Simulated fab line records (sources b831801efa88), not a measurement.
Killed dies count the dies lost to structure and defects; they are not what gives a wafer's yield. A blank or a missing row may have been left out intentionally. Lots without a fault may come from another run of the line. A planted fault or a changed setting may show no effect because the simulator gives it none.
Which tool was responsible? -- flow sky130 -- 13 lots, 36 wafers sampled, at 2 steps of a route of 708

WHAT THE GAUGES READ, wafer by wafer
SKY_LDD_HVN_OVL_MEAS_07. Usual: LDD_HVN_OVL gives 0.8 nm (standard deviation 1.4).
lot,measured,on,LDD_HVN_OVL (nm),flag
L750,day 20 05:05,overlay-02,-0.3 0.2 -0.6,
L752,day 21 04:32,overlay-02,2.0 0.9 3.4,
L753,day 21 08:39,overlay-02,0.8 0.7 -0.3,
L755,day 22 00:43,overlay-02,0.1 0.2 -1.2,
L757,day 23 03:56,overlay-02,0.7 2.4 0.6,
L759,day 23 15:50,overlay-01,-2.3 -2.1 -2.6,
L760,day 23 23:54,overlay-02,1.1 -0.6 0.2,
L761,day 24 07:05,overlay-02,0.0 1.4 0.8,
L763,day 25 11:46,overlay-02,0.6 0.1 2.0,
L765,day 25 18:14,overlay-01,-0.5 -1.4 0.6,
L766,day 26 01:22,overlay-01,0.9 0.6,
L767,day 26 13:11,overlay-02,-1.2 1.9,
L768,day 27 03:52,overlay-01,2.2 1.0,

SKY_LDD_HVP_OVL_MEAS_07. Usual: LDD_HVP_OVL gives 0.1 nm (standard deviation 1.5).
lot,measured,on,LDD_HVP_OVL (nm),flag
L750,day 21 11:44,overlay-01,2.3 0.8 2.6,
L752,day 22 11:27,overlay-02,0.5 -1.8 -2.4,
L753,day 22 15:38,overlay-02,0.1 -0.5 -2.5,
L755,day 23 07:32,overlay-02,0.5 0.2 0.6,
L757,day 24 09:50,overlay-01,-0.2 0.4 -0.5,
L759,day 24 20:59,overlay-02,-1.0 -1.4 -0.7,
L760,day 25 05:38,overlay-01,0.0 -0.3 -0.5,
L761,day 25 12:20,overlay-02,1.1 0.6 1.1,
L763,day 26 17:08,overlay-01,-2.2 -2.0 -0.7,
L765,day 26 23:56,overlay-01,-1.5 -0.4 -1.8,
L766,day 27 07:15,overlay-02,2.1 4.2,
L767,day 27 19:08,overlay-01,-0.6 -1.9,
L768,day 28 08:56,overlay-02,0.6 1.0,

WHAT TOOL EACH LOT RAN ON (gives the tool, then ch and the chambers of the sampled wafers, and finally the start)
The record holds no process step before these readings.

WHAT THE TOOLS THEMSELVES READ (means of the sampled wafers that have a number; where no wafer has one, the mark that the record gives instead)
The record holds no such reading with a usual standard deviation.

THE ANSWER, worked out from the rows above alone
Rule: lot off if the mean of its wafers having a number is beyond 3 standard deviations from the usual mean. Also off: a lot with no number at a reading for which 4 or more lots have one. Where the step has rows for the other lots, those lots are counted as sound. After the gauges, taken in route order, come the tools' own readings; for these a lot's mean is taken, as printed above. At the first step where some lot is off, the reading lying furthest off is the one used; lots without a number count as furthest.
No lot is off on any of the readings shown, so nothing can be concluded from this.

WHAT HAD BEEN PUT IN BY THE SIMULATOR
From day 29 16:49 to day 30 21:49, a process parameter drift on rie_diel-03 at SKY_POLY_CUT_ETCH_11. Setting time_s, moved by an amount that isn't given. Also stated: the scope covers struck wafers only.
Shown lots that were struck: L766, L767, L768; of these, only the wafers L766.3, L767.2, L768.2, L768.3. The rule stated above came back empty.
